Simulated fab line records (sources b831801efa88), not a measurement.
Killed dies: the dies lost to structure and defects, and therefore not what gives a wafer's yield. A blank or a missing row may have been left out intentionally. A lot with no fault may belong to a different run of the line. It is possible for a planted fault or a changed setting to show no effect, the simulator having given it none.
8D (eight disciplines) problem report, filled in by code | flow sky130 | the parts of the form that need people (team, actions taken, sign-off) are left out

1. WHAT WENT WRONG
Wafers free of any fault read 1345 (standard deviation 11) for VT_ADJUST_HVTP_TW at SKY_VT_ADJUST_HVTP_TW_MEAS_11, against a mean of 30 on 6 wafers of 2 lots. That is -99 or more standard deviations from the usual mean.
Earliest sighting: wafer L365.1 on film metro-04 at day 9 16:23. Wafers with a number at this step in the record: 36, from 12 lots. By rule, "out" or "out of limits" means more than 4 standard deviations away from the usual mean. The rest of the wafers with a number are treated as sound.

2. WHAT IT IS, AND WHAT IT ISN'T
question                    | is                           | is not
which readings at this step | VT_ADJUST_HVTP_TW            | -
which lots                  | L365, L366                   | L352, L353, L357, L359, L362, L363, L372, L373, L374, L375
which wafers of those lots  | all that have a number       | -
read on which gauges        | film metro-03, film metro-04 | -
when                        | from day 9 16:23             | up to then (18 sound wafers); but 12 sound wafers of L372, L373, L374, L375 came after

3. THE SUSPECTS, EACH WITH WHAT RULES IT OUT
Counting: a tool at any process step up to the reading remains a suspect when it ran all the lots that are out and ran no sound lot after the first of those.
- the gauge at SKY_VT_ADJUST_HVTP_TW_MEAS_11 is ruled out. Those wafers that are out were read across 2 gauges (film metro-03, film metro-04).
- plasma asher-04 at SKY_NWELL_STRIP_25 (strips in O2/N2): ruled out as a lasting fault. Sound lots L373, L374 ran on it after its first lot that is out, L365 (day 8 17:58).
Left after counting: nothing in the record.

4. THE CAUSE (what the simulator had put in)
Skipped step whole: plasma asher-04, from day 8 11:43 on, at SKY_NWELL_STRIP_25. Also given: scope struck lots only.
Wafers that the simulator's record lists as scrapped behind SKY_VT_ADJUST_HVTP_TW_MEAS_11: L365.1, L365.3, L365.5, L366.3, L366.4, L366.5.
The count ruled it out by mistake, since the rule takes a fault to strike every lot its tool runs from the start of the fault on, and this one did not do so.

5. THE EFFECT CHAIN, in route order
Each row: a reading whose mean over the struck wafers that have a number lies more than 3 standard deviations from the usual. Only readings whose record carries a usual standard deviation are examined. hours: median over the lots of the time between each lot's start at the first step of this table that gives one and its start at this step. sigmas: the change, counted in usual standard deviations.
hours | step                          | reading                  | usual      | on struck wafers | change | sigmas
0     | SKY_VT_ADJUST_HVTP_STRIP_10   | oes product au           | 0.715 a.u. | 0.730            | +0.015 | +3.1
0     | SKY_VT_ADJUST_HVTP_STRIP_10   | strip time to endpoint s | 14.16 s    | 58.69            | +44.53 | +99 or more
0     | SKY_VT_ADJUST_HVTP_TW_MEAS_11 | VT_ADJUST_HVTP_TW        | 1345       | 30               | -1315  | -99 or more
The process steps in it:
- SKY_VT_ADJUST_HVTP_STRIP_10: strips in O2/N2.
Readings that are blank on the struck wafers while sound wafers have them: chamber pressure mTorr at SKY_NWELL_STRIP_25; drypump motor current A at SKY_NWELL_STRIP_25; oes product au at SKY_NWELL_STRIP_25; strip time to endpoint s at SKY_NWELL_STRIP_25.

6. HOW IT WOULD HAVE BEEN CAUGHT EARLIER
Counted from the fault's start at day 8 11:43, it took 29 hours until the first out-of-limits reading at a measuring or inspecting step in this record, taken at day 9 16:23.
At SKY_NWELL_STRIP_25 the tool's readings are blank on the struck wafers, where sound wafers have them: an empty tool record is the first sign, and it was there at once.
